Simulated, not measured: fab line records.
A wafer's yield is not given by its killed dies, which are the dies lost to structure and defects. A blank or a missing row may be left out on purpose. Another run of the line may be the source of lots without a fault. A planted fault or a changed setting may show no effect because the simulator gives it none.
Which tool is to blame? ; flow sky130 ; 24 lots with 72 wafers sampled at 2 steps, on a route of 708 steps

WHAT THE GAUGES READ, wafer by wafer
SKY_METAL3_OVL_MEAS_14.
lot;measured;on;METAL3_OVL (nm)
L074;day 38 12:10;overlay-02;2 3 -3
L075;day 38 12:53;overlay-02;4 5 0
L076;day 39 07:16;overlay-01;-3 -1 -3
L077;day 39 10:02;overlay-01;-5 -7 -5
L078;day 40 05:38;overlay-02;6 0 -5
L079;day 40 07:25;overlay-01;1 1 -8
L080;day 40 11:11;overlay-02;2 1 -2
L081;day 40 16:49;overlay-02;10 4 10
L082;day 41 03:03;overlay-01;-4 -6 -10
L083;day 41 16:29;overlay-02;6 -6 4
L085;day 41 23:58;overlay-01;0 -1 -9
L084;day 42 00:47;overlay-02;5 -4 1
L086;day 42 01:13;overlay-02;-10 -1 1
L087;day 42 16:07;overlay-01;9 5 10
L088;day 42 22:05;overlay-02;-3 -3 2
L089;day 43 03:53;overlay-02;4 2 -1
L090;day 43 10:01;overlay-01;-5 4 3
L091;day 43 16:50;overlay-02;0 -3 -2
L092;day 43 21:32;overlay-02;-7 -7 -4
L093;day 44 00:05;overlay-02;-5 4 -7
L094;day 44 03:35;overlay-01;-9 1 -6
L095;day 44 06:25;overlay-01;0 0 -7
L096;day 44 19:04;overlay-02;3 -3 -3
L097;day 45 07:11;overlay-02;0 -4 -7

EACH LOT AND THE TOOL THAT RAN IT (in order: tool; ch and the chambers of the sampled wafers; start)
lot;SKY_VIA2_CMP_24
L074;cmp-02 ch 0,1,2, day 36 06:11
L075;cmp-01 ch 0,3, day 36 07:42
L076;cmp-01 ch 0,3, day 37 03:38
L077;cmp-02 ch 0,2,3, day 37 05:53
L078;cmp-02 ch 1,2, day 38 02:37
L079;cmp-02 ch 0,1,2, day 38 05:13
L080;cmp-02 ch 0,2,3, day 38 08:55
L081;cmp-01 ch 1,2,3, day 38 14:37
L082;cmp-01 ch 0,1,2, day 39 02:04
L083;cmp-01 ch 0,2,3, day 39 14:47
L085;cmp-01 ch 0,1,3, day 39 22:15
L084;cmp-01 ch 1,2,3, day 39 22:33
L086;cmp-01 ch 0,1, day 39 23:37
L087;cmp-01 ch 0,3, day 40 15:35
L088;cmp-02 ch 1,2, day 40 21:58
L089;cmp-01 ch 1,2,3, day 41 04:04
L090;cmp-01 ch 0,2,3, day 41 10:45
L091;cmp-01 ch 0,2, day 41 17:17
L092;cmp-02 ch 0,1,2, day 41 22:18
L093;cmp-01 ch 1,3, day 42 00:46
L094;cmp-01 ch 1,2,3, day 42 04:38
L095;cmp-02 ch 0,1,3, day 42 07:56
L096;cmp-02 ch 0,2,3, day 42 20:46
L097;cmp-02 ch 0,2, day 43 10:22
- SKY_VIA2_CMP_24: polishes, stops on SiO2, t overpolish 20 s, target thk 0 nm.

AS READ BY THE TOOLS THEMSELVES (means over the sampled wafers that have a number; for cases with no such wafer, the mark the record gives instead)
SKY_VIA2_CMP_24.
lot;tool;motor current A (A);overpolish run s (s);retaining ring pressure frac;time to endpoint s (s)
L074;cmp-02;11.9;20.001;0.998;106
L075;cmp-01;11.3;20.002;0.998;99
L076;cmp-01;11.5;20.002;1.002;108
L077;cmp-02;11.3;19.997;0.996;103
L078;cmp-02;10.2;20.002;1.001;101
L079;cmp-02;11.5;20.005;1.000;101
L080;cmp-02;11.4;19.995;0.999;102
L081;cmp-01;10.9;20.002;1.003;107
L082;cmp-01;11.9;20.012;0.999;100
L083;cmp-01;11.9;20.005;0.998;100
L085;cmp-01;11.9;20.013;0.994;108
L084;cmp-01;10.7;20.003;1.003;111
L086;cmp-01;11.8;20.000;1.002;106
L087;cmp-01;12.4;19.998;0.995;103
L088;cmp-02;10.8;20.009;0.994;101
L089;cmp-01;10.9;19.992;1.005;107
L090;cmp-01;11.8;20.002;0.999;100
L091;cmp-01;12.2;19.996;1.006;99
L092;cmp-02;11.5;19.999;0.999;99
L093;cmp-01;10.8;20.005;1.003;109
L094;cmp-01;11.0;19.992;1.000;109
L095;cmp-02;12.0;20.001;0.997;100
L096;cmp-02;11.5;19.991;0.998;98
L097;cmp-02;12.5;20.002;1.003;101

THE ANSWER, worked out from the rows above alone
Rule: usual is defined by the lots themselves. Put in order of their means at a reading, lots are off if they are a third of the lots or fewer, leave a main group of 4 or more, and stand apart from it by a gap of 3 or more times the standard deviation of the main group's means; of several such gaps the widest counts. Not used: any main group whose means are identical at the precision the tables above print for the reading. A lot without any number at a reading at which 4 lots or more have one is off too. The other lots that the step has rows for count as sound. After the gauges, taken in route order, come the tools' own readings; for these a lot's mean is taken, as printed above. At the first step where some lot is off, the reading lying furthest off is the one used; lots without a number count as furthest.
None of the lots is off at any reading shown; this tells nothing.

WHAT THE SIMULATOR HAD INSERTED
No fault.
